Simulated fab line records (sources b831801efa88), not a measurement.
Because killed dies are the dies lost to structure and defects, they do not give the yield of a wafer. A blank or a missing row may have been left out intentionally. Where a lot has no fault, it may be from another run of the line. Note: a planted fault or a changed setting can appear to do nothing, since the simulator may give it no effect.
fab line records	flow sky130
record lots=10	wafers=30	last-day=50
route steps=708 shown SONOS_TUNNEL@161 SONOS_ONO@171 POLY_GATE@217 POLY_CUT@318 PAD_OPEN@708
lots untouched by any fault: they come from a run of this same line in which no faults occurred
start-h: hours from the record's first day to the start of the lot's first wafer shown	wait-h: how many hours have passed since the lot's step before this one	" repeats the value in the row above	L1.1+2: several wafers, shown together as one row	- either no value or no given start	* or withheld: withheld	< > ~ a bound
route shown NAME@n: a module of which the file shows steps, and the number in the route of the first	usual: mean and standard deviation over wafers with no fault	same: alike in all rows	chamber/n: place in a boat	sites: the reading at each site	_std_site: the standard deviation of these	_edge_site: inner sites' mean taken away from outer sites' mean	radius-mm: how far each site lies from the wafer's centre	mask NAME#n: copy n	behind: the tool/chamber that last shaped the wafer	hold: what put the lot on hold/how long, in hours/how the hold closed	device: names the non-switching transistor (n, p or np)	end of line: tests of these same wafers at the route's end	a step given without rows: its recipe and nothing more	killed: dies lost to structure and defects at the first sort, not the wafer's yield	map: a wafer's dies, marking killed ones x, the rest . and places with no die _
set.NAME: the setting that was run; set.NAME@STEP: the one run at that earlier step	model.NAME: the simulator's own value behind a step, which no gauge read
a sample of lots followed through the steps of the route, with each step as a table and each wafer as a row
services: the hour from which a tool's chamber was out of use, counted from the record's first day as start-h (under 0 if before that day), plus the number of hours and why
## steps
# step SKY_SONOS_TUNNEL_CD_MEAS_07
# recipe target-cd-nm=410
# usual cd-nm=410.0/2.4
lot.wafer	tool	chamber	start-h	wait-h	cd-nm
L503.1	cd-sem-01	-	243.48	0.1	410.6
L503.5	"	-	"	"	411.2
L503.6	"	-	"	"	411.0
L505.1	cd-sem-01	-	261.36	0.1	413.0
L505.2	"	-	"	"	410.6
L505.4	"	-	"	"	412.3
L506.1	cd-sem-02	-	269.16	0.1	408.2
L506.4	"	-	"	"	408.4
L506.6	"	-	"	"	408.2
L508.2	cd-sem-01	-	285.57	0.1	406.8
L508.3	"	-	"	"	406.7
L508.5	"	-	"	"	407.5
L509.1	cd-sem-01	-	292.30	0.1	409.9
L509.2	"	-	"	"	412.4
L509.6	"	-	"	"	409.1
L516.1	cd-sem-02	-	348.21	0.1	407.7
L516.4	"	-	"	"	407.2
L516.5	"	-	"	"	405.6
L523.4	cd-sem-01	-	413.34	0.1	411.4
L523.5	"	-	"	"	411.1
L523.6	"	-	"	"	411.3
L524.3	cd-sem-02	-	413.85	0.1	414.7
L524.5	"	-	"	"	412.7
L524.6	"	-	"	"	413.7
L525.3	cd-sem-01	-	425.65	0.1	410.1
L525.4	"	-	"	"	407.8
L525.5	"	-	"	"	407.5
L526.1	cd-sem-01	-	430.95	0.1	408.2
L526.2	"	-	"	"	408.3
L526.6	"	-	"	"	409.3
# step SKY_SONOS_ONO_THK_MEAS_03
# recipe reads=Si3N4_of_SONOS_ONO_CVD_02
# usual SONOS_ONO_CVD_02_THK=10.64/0.13
lot.wafer	tool	chamber	start-h	wait-h	SONOS_ONO_CVD_02_THK[nm]
L503.1	film-metro-04	-	257.11	0.0	10.55
L503.5	"	-	"	"	10.72
L503.6	"	-	"	"	10.50
L505.1	film-metro-02	-	272.05	0.0	10.66
L505.2	"	-	"	"	10.60
L505.4	"	-	"	"	10.77
L506.1	film-metro-04	-	278.11	0.0	10.55
L506.4	"	-	"	"	10.41
L506.6	"	-	"	"	10.46
L508.2	film-metro-02	-	294.03	0.0	10.51
L508.3	"	-	"	"	10.62
L508.5	"	-	"	"	10.52
L509.1	film-metro-03	-	300.08	0.0	10.62
L509.2	"	-	"	"	10.59
L509.6	"	-	"	"	10.63
L516.1	film-metro-02	-	353.89	0.0	10.67
L516.4	"	-	"	"	10.73
L516.5	"	-	"	"	10.81
L523.4	film-metro-02	-	417.67	0.0	10.58
L523.5	"	-	"	"	10.55
L523.6	"	-	"	"	10.63
L524.3	film-metro-02	-	418.71	0.0	10.71
L524.5	"	-	"	"	10.53
L524.6	"	-	"	"	10.65
L525.3	film-metro-03	-	429.86	0.0	10.60
L525.4	"	-	"	"	10.58
L525.5	"	-	"	"	10.63
L526.1	film-metro-02	-	435.27	0.0	10.48
L526.2	"	-	"	"	10.45
L526.6	"	-	"	"	10.60
# step SKY_SONOS_ONO_OVL_MEAS_14
# usual SONOS_ONO_OVL=-0.7/1.4
lot.wafer	tool	chamber	start-h	wait-h	SONOS_ONO_OVL[nm]
L503.1	overlay-02	-	282.02	0.1	-1.8
L503.5	"	-	"	"	-1.0
L503.6	"	-	"	"	-0.6
L505.1	overlay-01	-	298.07	0.1	0.1
L505.2	"	-	"	"	-0.5
L505.4	"	-	"	"	-2.0
L506.1	overlay-02	-	303.96	0.1	-3.0
L506.4	"	-	"	"	-1.3
L506.6	"	-	"	"	-0.2
L508.2	overlay-02	-	320.49	0.1	2.0
L508.3	"	-	"	"	1.3
L508.5	"	-	"	"	1.8
L509.1	overlay-02	-	326.07	0.1	0.8
L509.2	"	-	"	"	-0.1
L509.6	"	-	"	"	-1.5
L516.1	overlay-02	-	383.51	0.1	0.9
L516.4	"	-	"	"	0.9
L516.5	"	-	"	"	-1.4
L523.4	overlay-01	-	449.24	0.1	-2.8
L523.5	"	-	"	"	-2.7
L523.6	"	-	"	"	-1.6
L524.3	overlay-01	-	451.12	0.1	-1.0
L524.5	"	-	"	"	-3.2
L524.6	"	-	"	"	-3.2
L525.3	overlay-01	-	461.95	0.1	-0.4
L525.4	"	-	"	"	-1.7
L525.5	"	-	"	"	-0.8
L526.1	overlay-01	-	467.97	0.1	-3.1
L526.2	"	-	"	"	-2.1
L526.6	"	-	"	"	-3.3
# step SKY_POLY_GATE_CVD_03
# recipe material=Si3N4	precursor=DCS/NH3	target-thk-nm=75	temp-c=770	time-s=1290	pressure-mtorr=250
# usual spike-tc-lower-C=770.5/1.2	zone-power-upper-pct=13.4/0.5
lot.wafer	tool	chamber	start-h	wait-h	spike-tc-lower-C	zone-power-upper-pct
L503.1	lpcvd-02	0	339.70	1.5	768.1	13.9
L503.5	"	0	"	"	767.9	13.9
L503.6	"	0	"	"	768.4	14.0
L505.1	lpcvd-02	1	355.67	0.7	770.8	12.9
L505.2	"	1	"	"	770.6	13.2
L505.4	"	1	"	"	772.2	13.0
L506.1	lpcvd-02	1	364.30	1.1	770.4	12.8
L506.4	"	1	"	"	771.1	13.0
L506.6	"	1	"	"	771.0	12.9
L508.2	lpcvd-02	0	379.70	0.0	769.6	13.9
L508.3	"	0	"	"	768.5	14.1
L508.5	"	0	"	"	767.1	13.7
L509.1	lpcvd-02	0	390.76	1.0	769.7	14.0
L509.2	"	0	"	"	770.1	13.9
L509.6	"	0	"	"	770.3	14.0
L516.1	lpcvd-02	1	450.02	0.0	770.8	12.9
L516.4	"	1	"	"	772.5	13.0
L516.5	"	1	"	"	771.1	13.0
L523.4	lpcvd-02	1	517.58	0.0	772.0	12.8
L523.5	"	1	"	"	770.6	12.9
L523.6	"	1	"	"	770.2	12.8
L524.3	lpcvd-02	0	519.10	0.0	770.2	13.9
L524.5	"	0	"	"	768.9	14.0
L524.6	"	0	"	"	770.0	14.1
L525.3	lpcvd-02	1	528.99	0.0	772.2	13.2
L525.4	"	1	"	"	769.2	13.1
L525.5	"	1	"	"	770.0	13.0
L526.1	lpcvd-02	1	533.63	0.0	772.5	13.1
L526.2	"	1	"	"	769.0	13.1
L526.6	"	1	"	"	771.7	12.9
# step SKY_POLY_GATE_THK_MEAS_04
# recipe reads=Si3N4_of_POLY_GATE_CVD_03
# usual POLY_GATE_CVD_03_THK=75.8/0.76
lot.wafer	tool	chamber	start-h	wait-h	POLY_GATE_CVD_03_THK[nm]
L503.1	film-metro-04	-	341.11	0.1	75.8
L503.5	"	-	"	"	75.8
L503.6	"	-	"	"	75.8
L505.1	film-metro-04	-	357.03	0.0	76.5
L505.2	"	-	"	"	75.8
L505.4	"	-	"	"	76.5
L506.1	film-metro-01	-	365.66	0.0	76.8
L506.4	"	-	"	"	76.5
L506.6	"	-	"	"	76.5
L508.2	film-metro-03	-	381.07	0.0	54.1
L508.3	"	-	"	"	54.4
L508.5	"	-	"	"	53.9
L509.1	film-metro-03	-	392.12	0.0	52.6
L509.2	"	-	"	"	53.1
L509.6	"	-	"	"	52.4
L516.1	film-metro-04	-	451.38	0.0	75.1
L516.4	"	-	"	"	74.3
L516.5	"	-	"	"	75.1
L523.4	film-metro-03	-	518.97	0.0	76.3
L523.5	"	-	"	"	76.6
L523.6	"	-	"	"	76.3
L524.3	film-metro-03	-	520.48	0.0	75.7
L524.5	"	-	"	"	76.1
L524.6	"	-	"	"	76.1
L525.3	film-metro-03	-	530.37	0.0	77.0
L525.4	"	-	"	"	76.6
L525.5	"	-	"	"	76.6
L526.1	film-metro-01	-	534.99	0.0	76.2
L526.2	"	-	"	"	75.6
L526.6	"	-	"	"	75.9
# step SKY_POLY_GATE_ETCH_16
# recipe stop-on=poly-Si	chemistry=CH3F/O2	target=Si3N4	source-w=400	bias-w=80	pressure-mtorr=25	ch3f-flow-sccm=40	O2_flow_sccm=30	time-s=147.5	target-depth-a=750
# usual bias-w=80.06/0.23	ch3f-flow-sccm=40.01/0.14	drypump-motor-current-A=5.9/0.43	oes-product-au=0.643/0.0057	throttle-valve-pct=10.535/0.0089
lot.wafer	tool	chamber	start-h	wait-h	bias-w	ch3f-flow-sccm	drypump-motor-current-A	oes-product-au	rf-hours-counter-h	throttle-valve-pct
L503.1	rie-diel-02	0	369.32	0.0	79.90	39.93	6.1	0.639	28	10.517
L503.5	"	2	"	"	80.49	40.00	6.7	0.637	-	10.552
L503.6	"	1	"	"	80.26	40.27	5.8	0.647	-	10.530
L505.1	rie-diel-04	3	385.20	0.0	79.95	40.20	5.8	0.646	70	10.544
L505.2	"	2	"	"	79.80	40.05	5.6	0.649	83	10.508
L505.4	"	0	"	"	80.04	39.96	6.0	0.643	6	10.536
L506.1	rie-diel-01	2	394.59	0.0	80.30	39.93	5.8	0.647	14	10.531
L506.4	"	1	"	"	80.13	40.06	6.1	0.643	77	10.525
L506.6	"	1	"	"	80.13	39.96	6.1	0.646	-	10.549
L508.2	rie-diel-01	1	410.17	0.0	80.02	40.38	6.1	0.571	77	10.538
L508.3	"	2	"	"	80.13	40.10	5.9	0.566	15	10.521
L508.5	"	2	"	"	79.68	40.12	5.9	0.563	-	10.533
L509.1	rie-diel-01	3	422.57	0.0	79.76	39.74	5.0	0.561	105	10.532
L509.2	"	2	"	"	79.96	40.25	5.8	0.563	15	10.516
L509.6	"	0	"	"	80.06	39.93	5.3	0.565	-	10.527
L516.1	rie-diel-04	3	482.59	0.0	80.02	40.39	5.9	0.633	72	10.543
L516.4	"	2	"	"	80.03	40.17	5.6	0.631	86	10.541
L516.5	"	2	"	"	80.21	39.97	5.5	0.640	-	10.527
L523.4	rie-diel-04	0	549.36	0.0	80.26	40.23	6.0	0.643	-	10.541
L523.5	"	1	"	"	80.27	39.88	6.3	0.641	-	10.535
L523.6	"	3	"	"	80.30	39.91	5.8	0.655	-	10.529
L524.3	rie-diel-02	0	550.75	0.0	79.76	39.84	6.1	0.638	31	10.525
L524.5	"	3	"	"	80.06	39.95	6.4	0.637	-	10.532
L524.6	"	0	"	"	80.17	39.79	6.1	0.645	-	10.523
L525.3	rie-diel-01	2	559.57	0.0	79.81	40.08	5.8	0.640	18	10.541
L525.4	"	0	"	"	80.13	40.22	5.3	0.641	-	10.538
L525.5	"	3	"	"	80.10	40.23	5.0	0.650	-	10.553
L526.1	rie-diel-02	0	564.59	0.0	80.27	40.04	6.1	0.649	31	10.529
L526.2	"	1	"	"	80.16	40.02	5.9	0.641	9	10.533
L526.6	"	2	"	"	79.86	40.25	6.6	0.641	-	10.549
# step SKY_POLY_CUT_ETCH_11
# recipe target=Si3N4	chemistry=CF4/CH2F2/Ar	stop-on=poly-Si	source-w=600	bias-w=150	pressure-mtorr=40	cf4-flow-sccm=40	ch2f2-flow-sccm=20	Ar_flow_sccm=150	time-s=42.5	target-depth-a=600
# usual bias-w=150.0/0.46	ch2f2-flow-sccm=20.00/0.059	drypump-motor-current-A=5.6/0.4	oes-product-au=0.834/0.0062	throttle-valve-pct=14.996/0.0094
lot.wafer	tool	chamber	start-h	wait-h	bias-w	ch2f2-flow-sccm	drypump-motor-current-A	oes-product-au	rf-hours-counter-h	throttle-valve-pct
L503.1	rie-diel-03	3	554.64	0.0	151.0	19.98	5.1	0.830	77	15.001
L503.5	"	0	"	"	150.0	19.98	5.3	0.846	-	15.005
L503.6	"	3	"	"	150.2	19.97	5.1	0.835	-	14.997
L505.1	rie-diel-01	0	572.54	0.0	150.0	20.05	5.4	0.838	1	14.985
L505.2	"	2	"	"	149.8	19.95	5.8	0.836	18	14.988
L505.4	"	0	"	"	150.3	19.98	5.3	0.839	-	14.989
L506.1	rie-diel-01	0	582.90	0.0	149.4	20.06	5.3	0.835	2	15.001
L506.4	"	2	"	"	150.2	20.01	5.9	0.838	19	14.998
L506.6	"	0	"	"	150.0	20.11	5.3	0.839	-	14.997
L508.2	rie-diel-03	0	597.42	0.0	150.0	19.97	5.3	0.706	4	14.983
L508.3	"	1	"	"	150.4	19.98	5.6	0.709	9	14.980
L508.5	"	1	"	"	150.6	19.95	5.6	0.698	-	14.972
L509.1	rie-diel-03	0	610.17	0.0	150.9	19.89	5.3	0.693	5	14.969
L509.2	"	2	"	"	150.3	19.98	6.0	0.690	35	14.985
L509.6	"	0	"	"	150.7	19.95	5.3	0.691	-	14.978
L516.1	rie-diel-04	3	664.81	0.0	149.8	20.05	5.8	0.822	1	14.989
L516.4	"	3	"	"	149.8	20.02	5.9	0.827	-	14.999
L516.5	"	2	"	"	149.7	20.02	5.6	0.837	-	14.986
L523.4	rie-diel-04	0	728.29	0.0	149.6	19.90	6.0	0.838	13	14.993
L523.5	"	2	"	"	150.0	19.92	5.6	0.840	-	15.005
L523.6	"	1	"	"	149.0	20.02	6.3	0.844	-	14.998
L524.3	rie-diel-03	2	728.64	0.0	150.0	20.06	6.0	0.840	37	14.993
L524.5	"	1	"	"	149.8	20.01	5.6	0.828	-	14.990
L524.6	"	0	"	"	149.7	19.95	5.3	0.828	-	14.999
L525.3	rie-diel-03	1	735.74	0.0	149.9	20.06	5.6	0.842	12	14.991
L525.4	"	0	"	"	149.8	19.89	5.3	0.845	7	15.007
L525.5	"	3	"	"	149.3	19.99	5.0	0.836	-	14.973
L526.1	rie-diel-01	1	738.05	0.0	149.8	20.08	6.2	0.835	4	15.010
L526.2	"	3	"	"	149.8	19.90	5.0	0.833	6	15.001
L526.6	"	1	"	"	149.7	20.02	6.2	0.844	-	14.987
# step SKY_PAD_OPEN_PROBE_99
# usual killed_at_M0_to_M3=43/6.8	killed_at_M4_up=3.2/1.8	killed-at-contacts=24/5.2	killed-at-front-end=15/4.2	killed-at-other=0.4/0.62	killed-dies=85/8.7	killed-on-rim=17/3.7	killed-open=46/6.7	killed-short=39/5.9
# same gross-dies=492	killed-at-back-side=0
lot.wafer	tool	chamber	start-h	wait-h	killed_at_M0_to_M3	killed_at_M4_up	killed-at-contacts	killed-at-front-end	killed-at-other	killed-dies	killed-on-rim	killed-open	killed-short
L503.1	prober-01	-	1069.82	0.1	45	0	22	11	1	79	13	45	34
L503.5	prober-01	-	1070.02	0.2	46	3	22	16	0	87	13	50	36
L503.6	prober-01	-	1070.07	0.2	37	7	31	12	0	87	17	38	49
L508.2	prober-02	-	1102.46	0.1	39	6	19	16	0	80	12	41	39
L508.3	prober-02	-	1102.51	0.2	35	2	16	22	0	75	14	37	37
L508.5	prober-02	-	1102.61	0.2	40	3	21	19	0	83	16	40	42
L509.1	prober-01	-	1112.67	0.1	40	3	31	15	0	89	11	54	35
L509.2	prober-01	-	1112.72	0.1	47	1	28	13	0	89	24	54	35
L509.6	prober-01	-	1112.92	0.2	45	4	31	13	0	93	23	54	39
L523.4	prober-02	-	1184.00	0.2	32	2	23	24	1	82	18	47	35
L523.5	prober-02	-	1184.05	0.2	42	6	23	8	0	79	13	37	42
L523.6	prober-02	-	1184.10	0.2	51	1	27	12	0	91	12	42	49
L524.3	prober-01	-	1187.46	0.2	34	4	18	12	0	68	9	35	33
L524.5	prober-01	-	1187.56	0.2	43	2	24	14	0	83	19	49	34
L524.6	prober-01	-	1187.61	0.2	44	6	34	14	0	98	25	45	53
# killed by level:class
L503.1 METAL1:geometric-particle:short=9 CONTACT:geometric-particle:open=8 VIA2:geometric-particle:open=8 VIA1:geometric-particle:open=6 VIA3:geometric-particle:open=5 METAL2:geometric-particle:short=5 SPACER:geometric-particle:open=4 LI_CONTACT:geometric-particle:open=4
L503.5 VIA1:geometric-particle:open=12 CONTACT:geometric-particle:open=9 VIA2:geometric-particle:open=9 VIA3:geometric-particle:open=6 LI_CONTACT:geometric-particle:short=5 LI_CONTACT:geometric-particle:open=5 VIA1:geometric-particle:short=5 FIELD_ISO:geometric-particle:short=4
L503.6 LI_CONTACT:geometric-particle:open=9 CONTACT:geometric-particle:open=8 VIA3:geometric-particle:open=7 METAL4:geometric-particle:short=7 LOCAL_INTERCONNECT:geometric-particle:short=6 CONTACT:geometric-particle:short=6 METAL2:geometric-particle:short=5 METAL3:geometric-particle:short=5
L508.2 LI_CONTACT:geometric-particle:open=8 POLY_GATE:geometric-particle:short=7 VIA1:geometric-particle:open=6 VIA3:geometric-particle:open=6 METAL4:geometric-particle:short=6 VIA2:geometric-particle:open=5 METAL1:geometric-particle:open=4 CONTACT:geometric-particle:open=4
L508.3 VIA1:geometric-particle:open=9 FIELD_ISO:geometric-particle:short=7 POLY_GATE:geometric-particle:open=5 LI_CONTACT:geometric-particle:open=5 CONTACT:geometric-particle:open=5 POLY_GATE:geometric-particle:short=4 METAL1:geometric-particle:short=4 METAL3:geometric-particle:short=4
L508.5 CONTACT:geometric-particle:open=9 METAL1:geometric-particle:short=9 VIA1:geometric-particle:open=7 VIA1:geometric-particle:short=6 VIA3:geometric-particle:open=6 FIELD_ISO:geometric-particle:short=4 POLY_GATE:geometric-particle:short=4 CONTACT:geometric-particle:short=4
L509.1 CONTACT:geometric-particle:open=13 VIA1:geometric-particle:open=12 CONTACT:geometric-particle:short=7 VIA2:geometric-particle:open=5 VIA3:geometric-particle:open=5 FIELD_ISO:geometric-particle:open=4 POLY_GATE:geometric-particle:open=4 LI_CONTACT:geometric-particle:open=4
L509.2 VIA1:geometric-particle:open=15 CONTACT:geometric-particle:open=15 VIA2:geometric-particle:open=8 CONTACT:geometric-particle:short=7 VIA1:geometric-particle:short=7 METAL1:geometric-particle:short=6 FIELD_ISO:geometric-particle:open=4 POLY_GATE:geometric-particle:short=4
L509.6 CONTACT:geometric-particle:open=9 VIA1:geometric-particle:open=9 VIA2:geometric-particle:open=8 VIA3:geometric-particle:open=7 LI_CONTACT:geometric-particle:open=6 LOCAL_INTERCONNECT:geometric-particle:short=6 LOCAL_INTERCONNECT:geometric-particle:open=5 POLY_GATE:geometric-particle:short=4
L523.4 CONTACT:geometric-particle:open=10 POLY_GATE:geometric-particle:open=9 LI_CONTACT:geometric-particle:open=8 VIA1:geometric-particle:open=8 POLY_GATE:geometric-particle:short=6 FIELD_ISO:geometric-particle:short=4 LOCAL_INTERCONNECT:geometric-particle:short=4 VIA1:geometric-particle:short=4
L523.5 VIA1:geometric-particle:open=8 VIA2:geometric-particle:open=7 CONTACT:geometric-particle:short=6 CONTACT:geometric-particle:open=6 VIA1:geometric-particle:short=6 LOCAL_INTERCONNECT:geometric-particle:short=5 METAL1:geometric-particle:short=5 VIA3:geometric-particle:open=4
L523.6 METAL2:geometric-particle:short=9 CONTACT:geometric-particle:open=8 LI_CONTACT:geometric-particle:open=7 VIA1:geometric-particle:short=7 VIA1:geometric-particle:open=6 VIA3:geometric-particle:short=6 METAL1:geometric-particle:short=5 METAL1:geometric-particle:open=5
L524.3 VIA1:geometric-particle:open=10 CONTACT:geometric-particle:short=5 VIA3:geometric-particle:open=4 VIA3:geometric-particle:short=4 LOCAL_INTERCONNECT:geometric-particle:short=4 CONTACT:geometric-particle:open=4 METAL1:geometric-particle:short=4 METAL2:geometric-particle:short=4
L524.5 CONTACT:geometric-particle:open=13 VIA1:geometric-particle:open=13 METAL1:geometric-particle:short=8 VIA3:geometric-particle:short=6 VIA2:geometric-particle:open=5 POLY_GATE:geometric-particle:open=4 LI_CONTACT:geometric-particle:open=4 FIELD_ISO:geometric-particle:open=3
L524.6 LI_CONTACT:geometric-particle:open=9 CONTACT:geometric-particle:open=9 VIA1:geometric-particle:short=7 METAL2:geometric-particle:short=7 LI_CONTACT:geometric-particle:short=6 VIA1:geometric-particle:open=6 VIA2:geometric-particle:open=6 POLY_GATE:geometric-particle:open=5
## services
tool	chamber	start-h	hours	kind
rie-diel-03	2	322.48	11.3	repair
lpcvd-02	-	327.64	0.8	pm
rie-diel-03	-	328.23	0.8	repair
rie-diel-03	1	373.79	9.5	repair
rie-diel-01	0	391.64	1.3	repair
rie-diel-04	1	436.55	5.3	repair
rie-diel-04	0	460.33	3.3	repair
rie-diel-01	-	499.71	2.8	pm
rie-diel-03	0	506.26	2.7	repair
rie-diel-04	-	509.63	1.1	repair
rie-diel-03	-	533.40	0.4	repair
rie-diel-03	3	533.64	10.6	repair
rie-diel-03	3	577.44	7.4	repair
rie-diel-04	-	588.19	28.1	pm
rie-diel-03	2	599.85	1.9	repair
rie-diel-04	1	629.21	5.6	repair
rie-diel-01	2	629.42	3.9	repair
rie-diel-03	-	661.51	2.8	pm
rie-diel-03	-	670.20	2.0	repair
rie-diel-03	-	670.23	0.6	repair
lpcvd-02	-	682.47	4.8	repair
rie-diel-03	0	689.35	6.7	repair
rie-diel-03	3	694.04	31.4	repair
rie-diel-01	-	736.70	1.1	repair
## key
first-sign step=SKY_POLY_GATE_THK_MEAS_04	reading=POLY_GATE_CVD_03_THK	direction=down	sigmas=30	usual=75.8	struck=53.4
effect step=SKY_POLY_GATE_ETCH_16	reading=oes-product-au	direction=down	sigmas=14	usual=0.643	struck=0.565
effect step=SKY_POLY_CUT_ETCH_11	reading=oes-product-au	direction=down	sigmas=22	usual=0.834	struck=0.698
met-at SKY_POLY_GATE_CVD_03
struck-lots L508,L509
tester-left-out L508,L509
not-acting-at SKY_SONOS_TUNNEL_CD_MEAS_07,SKY_SONOS_ONO_THK_MEAS_03,SKY_SONOS_ONO_OVL_MEAS_14
onset-between 364.30 379.70
fault kind=process-parameter-drift	tool=lpcvd-02	chamber=-	onset-h=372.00	steps=SKY_POLY_GATE_CVD_03	channel=target-thk-nm	offset=-22.854	shape=step	end-h=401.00	acts-in=these-recipes-only	stated=75
# tester-left-out: of these lots the tester's yield and bins aren't shown, on N5 and GAA mostly nor the transistor test; their killed dies are dies lost to structure and defects alone, not to doping, threshold or leakage, so they don't give the yield
